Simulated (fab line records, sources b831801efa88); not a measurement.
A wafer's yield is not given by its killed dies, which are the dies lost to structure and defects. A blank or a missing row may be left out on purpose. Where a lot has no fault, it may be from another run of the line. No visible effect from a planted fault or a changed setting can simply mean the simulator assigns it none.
Comparing a struck lot with a sound one / flow sky130 / 16 out of 708 route steps
Sound: wafers L986.3, L986.4, L986.6. Struck: wafer L981.4 (left out: L981.2, a lot-mate that was not struck); the cause follows at the end.
Per side, at each step with rows, come the tool, then ch with its chambers, and then its first start. Under that, the readings that differ: sound wafers / struck wafers / difference of the means / sigmas: that difference in standard deviations of wafers without a fault.
alike: readings whose means differ by less than 2 such deviations, and words and numbers that are the same on both sides. not compared: withheld readings, readings that some wafer has no value for, bounds like >300 that may hide the same value, and numbers for which the record gives no deviation and whose values overlap.
A row with sigmas, a row that says differs or no value, or rows on one side alone: a step with any of these is where the two part. Non-overlapping numbers with no deviation appear without sigmas and do not part them. A reading that every wafer of one side lacks parts them only if that side has two wafers or more.

first, 3 steps without rows for these wafers: SKY_METAL2_EXPOSE_12 (exposes mask MM2, target cd 140 nm); SKY_METAL2_PEB_13; SKY_METAL2_DEVELOP_14 (develop time 60 s).
SKY_METAL2_CD_MEAS_15: the cd target is 140 nm.
  sound on cd sem-02 at day 40 03:02; struck on cd sem-01 at day 38 19:02
reading=cd nm (nm); sound=138.3 139.8 140.3; struck=143.1; difference=+3.6; sigmas=+2
SKY_METAL2_OVL_MEAS_16:
  sound on overlay-02 at day 40 03:07; struck on overlay-02 at day 38 19:08
reading=METAL2_OVL (nm); sound=9 18 14; struck=-1; difference=-15; sigmas=-2
SKY_METAL2_DESCUM_17: chemistry O2, time 8 s.
  sound on rie metal-03 ch 0,1, day 40 03:10; struck on rie metal-04 ch 1, day 38 19:10
reading=oes product au (a.u.); sound=0.991 1.005 1.001; struck=1.021; difference=+0.022; sigmas=+2
  alike: drypump motor current A, temp c
  not compared: rf hours counter h
SKY_METAL2_ETCH_18: etches BARC in N2/H2, stops on SiO2, time 45.9 s, target depth 60 nm.
  sound on rie metal-03 ch 0,1, day 40 03:12; struck on rie metal-04 ch 1, day 38 19:12
  alike: bias w, drypump motor current A, oes product au, throttle valve pct
  not compared: rf hours counter h
SKY_METAL2_METAL_ETCH_19: etches the open film in Cl2/BCl3, stops on SiO2, target depth 360 nm, time 78 s.
  sound on rie metal-03 ch 0,1, day 40 03:16; struck on rie metal-04 ch 1, day 38 19:16
reading=bias w (W); sound=48.48 48.41 48.41; struck=48.84; difference=+0.41; sigmas=+3
  alike: drypump motor current A, oes product au, throttle valve pct
  not compared: rf hours counter h
SKY_METAL2_STRIP_20: strips in O2/N2.
  sound on plasma asher-01 ch 0,1, day 40 03:22; struck on plasma asher-01 ch 1, day 38 19:21
  alike: drypump motor current A, oes product au, strip time to endpoint s
  not compared: rf hours counter h
then, 3 steps without rows for these wafers: SKY_METAL2_STRIP_21 (strips in post etch residue remover, time 1200 s); SKY_METAL2_CLEAN_22 (cleans in IPA, time 180 s); SKY_METAL2_CLEAN_23 (cleans in O3/DIW).
SKY_VIA2_HDPCVD_00: deposits SiO2, target thk 1180 nm, time 196.7 s.
  sound on hdpcvd-01 ch 0,1, day 40 03:56; struck on hdpcvd-02 ch 0, day 38 19:56
reading=pressure mtorr (mTorr); sound=5.981 5.983 5.994; struck=6.017; difference=+0.031; sigmas=+2
reading=run length s (s); sound=224.4 224.0 225.1; struck=210.7; difference=-13.8; sigmas=-21
reading=model.SiO2_of_VIA2_HDPCVD_00.thk nm (nm); sound=1191 1190 1192; struck=1070; difference=-121; sigmas=
SKY_VIA2_THK_MEAS_01:
  sound on film metro-03 at day 40 04:04; struck on film metro-03 at day 38 20:18
reading=VIA2_HDPCVD_THK (nm); sound=1192 1189 1192; struck=1070; difference=-121; sigmas=-10
  not compared: hold
SKY_VIA2_CMP_02: polishes SiO2.
  sound on cmp-01 ch 0,2,3, day 40 04:10; struck on cmp-01 ch 0, day 38 23:49
reading=hold; sound=- - -; struck=await dispo/3.4h/release; difference=no value on the sound wafers; sigmas=
  alike: edge zone pressure frac, motor current A
-- the record jumps here: 10 days lie between the struck wafers' starts before and after (it left off in module VIA2 and takes up again in module PAD_OPEN, whose first step shown is number 708 of the route) --
SKY_PAD_OPEN_PROBE_99:
  sound on prober-01 at day 49 13:59; struck on prober-02 at day 48 15:17
reading=defect limited yield (%); sound=87.6 79.5 84.3; struck=78.5; difference=-5.3; sigmas=-3
reading=killed at front end; sound=11 14 11; struck=24; difference=+12; sigmas=+3
reading=killed dies; sound=61 101 77; struck=106; difference=+26; sigmas=+3
reading=killed short; sound=31 45 35; struck=53; difference=+16; sigmas=+2
reading=sort_bin_5_function (%); sound=7.9 11.4 10.0; struck=13.2; difference=+3.4; sigmas=+2
reading=sort n pass; sound=431 391 415; struck=386; difference=-26; sigmas=-3
reading=sort yield pct (%); sound=87.6 79.5 84.3; struck=78.5; difference=-5.3; sigmas=-3
  alike: killed_at_M0_to_M3, killed_at_M4_up, killed at contacts, killed at other, killed open, sort_bin_3_pad_short, sort_bin_6_memory

WHERE THEY PART
Last at SKY_PAD_OPEN_PROBE_99 as far as this record goes, first at SKY_METAL2_CD_MEAS_15.

WHY: what the simulator had put in
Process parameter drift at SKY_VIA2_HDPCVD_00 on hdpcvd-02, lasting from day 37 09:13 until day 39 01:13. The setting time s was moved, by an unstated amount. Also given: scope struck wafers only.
